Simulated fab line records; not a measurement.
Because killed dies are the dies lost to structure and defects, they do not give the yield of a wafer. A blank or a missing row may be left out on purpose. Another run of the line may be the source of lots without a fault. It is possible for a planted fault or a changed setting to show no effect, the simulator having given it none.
Struck lot and sound lot, side by side :: flow sfq_line :: 14 out of 325 route steps
Sound: wafers L496.1, L496.3, L496.4. Struck: wafer L499.3 (L499.1, L499.4, from the same lot, were not struck and are left out); the cause is given at the end.
Order at every step that has rows: each side's tool, ch and its chambers, its first start. Under that, the readings that differ: sound wafers :: struck wafers :: difference of the means :: sigmas: that difference in standard deviations of wafers without a fault.
alike: words and numbers the same on both sides, and readings whose means are apart by under 2 such deviations; not compared: readings that were withheld, readings missing a value for some wafer, numbers with overlapping values and no deviation given by the record, and bounds like >300 which may hide the same value.
Wherever a step has rows on one side only, a row that says differs or no value, or a row with sigmas, the two part there. When numbers do not overlap yet have no deviation, they are printed without sigmas and do not part them. A reading that every wafer of one side lacks parts them only if that side has two wafers or more.

first, 6 steps without rows for these wafers: SFQ_TRILAYER_M5_LITHO_COAT_128 (resist thk 62 nm); SFQ_TRILAYER_M5_LITHO_COAT_123 (resist thk 600 nm); SFQ_TRILAYER_M5_LITHO_SOFTBAKE_127; SFQ_TRILAYER_M5_LITHO_EXPOSE_124 (exposes mask M5, target cd 700 nm); SFQ_TRILAYER_M5_LITHO_PEB_126 (peb time 60 s); SFQ_TRILAYER_M5_LITHO_DEVELOP_125 (time 60 s).
SFQ_M5_OVL_MEAS_932:
  sound on overlay-02, day 62 23:58; struck on overlay-02, day 64 05:27
reading: M5_OVL (nm)
sound: -7 -8 -8
struck: 1
difference: +9
sigmas: +2
SFQ_TRILAYER_M5_BARC_OPEN_METAL_ETCH_161: etches BARC in O2, target depth 125 nm, time 41.7 s.
  sound on rie_metal-04 ch 0, day 63 00:01; struck on rie_metal-04 ch 0, day 64 05:29
  alike: drypump_motor_current_A, oes_product_au
  not compared: rf_hours_counter_h
SFQ_TRILAYER_M5_ETCH_METAL_ETCH_126: etches Nb in Cl2/BCl3, stops on SiO2, time 203.2 s, target depth 265 nm.
  sound on rie_metal-04 ch 0, day 63 00:08; struck on rie_metal-04 ch 0, day 64 05:33
  alike: drypump_motor_current_A, oes_product_au
  not compared: rf_hours_counter_h
SFQ_TRILAYER_M5_STRIP_STRIP_127: strips in O2.
  sound on rie_metal-04 ch 0, day 63 00:31; struck on rie_metal-04 ch 0, day 64 05:44
  alike: drypump_motor_current_A, oes_product_au
  not compared: rf_hours_counter_h
then, 1 step without rows for these wafers: SFQ_TRILAYER_M5_STRIP_SOLV_CLEAN_128 (cleans in NMP, time 600 s).
SFQ_TRILAYER_A5B_DEP_PECVD_129: deposits SiO2 from SiH4/N2O, time 133.33 s, target thk 600 nm.
  sound on pecvd-04 ch 0,1,2, day 63 01:53; struck on pecvd-03 ch 0, day 64 06:31
  alike: heater_power_w, throttle_valve_pct
  not compared: since_wet_clean_h
SFQ_TRILAYER_A5B_CMP_CMP_130: polishes, stops on Nb, target thk 340.7 nm.
  sound on cmp-02 ch 0,1,2, day 63 01:59; struck on cmp-01 ch 2, day 64 06:37
reading: head_pressure_psi (psi)
sound: 2.997 2.996 3.001
struck: 2.865
difference: -0.133
sigmas: -19
  alike: motor_current_A, retaining_ring_pressure_frac
SFQ_TRILAYER_A5B_METRO_MEASURE_131:
  sound on film_metro-02, day 63 04:59; struck on film_metro-02, day 64 09:37
  alike: thk_nm

WHERE THEY PART
At SFQ_M5_OVL_MEAS_932 first; at SFQ_TRILAYER_A5B_CMP_CMP_130 last (within this record only). Later steps at which nothing parts them and some readings are alike: SFQ_TRILAYER_A5B_METRO_MEASURE_131.

WHY: whatever the simulator had introduced
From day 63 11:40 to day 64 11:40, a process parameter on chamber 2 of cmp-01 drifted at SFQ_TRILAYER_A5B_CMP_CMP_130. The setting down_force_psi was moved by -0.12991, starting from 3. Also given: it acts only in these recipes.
